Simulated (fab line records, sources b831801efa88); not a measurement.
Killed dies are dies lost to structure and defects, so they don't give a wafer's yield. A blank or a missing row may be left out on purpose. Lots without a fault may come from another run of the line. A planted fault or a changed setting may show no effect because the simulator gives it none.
A struck lot beside a sound one | flow gf180mcu | 15 steps out of a route of 602
Sound: wafers L148.1, L148.3, L148.6. Struck: wafers L156.1, L156.4, L156.6. The cause comes at the end.
At each step with rows: each side's tool, then ch and its chambers, then its first start. Under that, the readings that differ: sound wafers | struck wafers | difference of the means | sigmas: that difference in standard deviations of wafers without a fault.
alike: readings whose means differ by less than 2 such deviations, and words and numbers that are the same on both sides. not compared: withheld readings, readings that some wafer has no value for, bounds like >300 that may hide the same value, and numbers for which the record gives no deviation and whose values overlap.
The two part at a step that has a row with sigmas, a row that says differs or no value, or rows on one side only. Numbers that don't overlap but have no deviation are shown without sigmas and don't part them. A reading that every wafer of one side lacks parts them only if that side has two wafers or more.

GF_M3_SPUTTER_04: material TiN, target thk 50 nm, time 41.7 s.
  sound on pvd_sputter-01, day 20 14:09; struck on pvd_sputter-03, day 23 21:34
  alike: throttle_valve_pct
GF_M3_RS_MEAS_05: measures by four-point-probe.
  sound on film_metro-04, day 20 14:11; struck on film_metro-04, day 23 21:36
  alike: M3_ALCU_RS
GF_M3_THK_MEAS_06: measures by xrf.
  sound on film_metro-04, day 20 14:19; struck on film_metro-04, day 23 21:43
  alike: M3_ALCU_THK
then, 7 steps without rows for these wafers: GF_M3_DEHYDRATE_07 (time 60 s); GF_M3_HMDS_08 (prime time 60 s); GF_M3_COAT_09 (resist thk 1000 nm); GF_M3_SOFTBAKE_10 (time 60 s); GF_M3_EXPOSE_11 (exposes mask Metal3, target cd 280 nm); GF_M3_PEB_12 (peb time 90 s); GF_M3_DEVELOP_13 (develop time 60 s).
GF_M3_CD_MEAS_14: target cd 280 nm.
  sound on cd_sem-02, day 21 14:33; struck on cd_sem-02, day 24 20:06
  alike: cd_nm
GF_M3_OVL_MEAS_15:
  sound on overlay-01, day 21 14:40; struck on overlay-01, day 24 20:13
  alike: M3_OVL
GF_M3_METAL_ETCH_16: etches the open film in Cl2/BCl3, stops on SiO2, target depth 627.5 nm, time 104.6 s.
  sound on rie_metal-03 ch 0,1, day 21 14:42; struck on rie_metal-03 ch 0,1, day 24 20:15
  reading                             | sound                | struck               | difference | sigmas
  oes_product_au (a.u.)               | 0.985 0.986 0.982    | 0.909 0.913 0.914    | -0.072     | -11
  rf_fwd_power_W (W)                  | 795.8 795.6 794.6    | 667.3 669.3 665.3    | -128.0     | -56
  throttle_valve_pct (%)              | 28.270 28.249 28.242 | 28.323 28.295 28.309 | +0.055     | +5
  model.etch.depth_nm (nm)            | 611.9 607.4 607.4    | 539.5 540.1 541.9    | -68.4      |
  model.M3.feature_depth_nm (nm)      | 611.9 607.4 607.4    | 539.5 540.1 541.9    | -68.4      |
  model.KrF_of_M3_COAT_09.thk_nm (nm) | 733.4 737.5 731.6    | 770.2 774.1 770.3    | +37.4      |
  alike: bias_w, chamber_pressure_mTorr, drypump_motor_current_A
  not compared: rf_hours_counter_h
GF_M3_STRIP_17: strips in O2/N2.
  sound on plasma_asher-03 ch 0,1, day 21 14:49; struck on plasma_asher-04 ch 0,1, day 24 20:22
  reading                      | sound             | struck            | difference | sigmas
  oes_product_au (a.u.)        | 0.559 0.562 0.555 | 0.571 0.581 0.579 | +0.018     | +4
  strip_time_to_endpoint_s (s) | 7.87 7.91 7.83    | 8.21 8.26 8.22    | +0.36      | +10
  alike: chamber_pressure_mTorr, drypump_motor_current_A, heater_power_w
  not compared: rf_hours_counter_h
then, 1 step without rows for these wafers: GF_M3_STRIP_18 (strips in post etch residue remover, time 1200 s).

WHERE THEY PART
First at GF_M3_METAL_ETCH_16; last, within this record, at GF_M3_STRIP_17.

WHY: what the simulator had put in
Process parameter drift: rie_metal-03, from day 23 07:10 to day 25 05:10, at GF_M3_METAL_ETCH_16. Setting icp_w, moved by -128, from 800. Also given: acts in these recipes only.
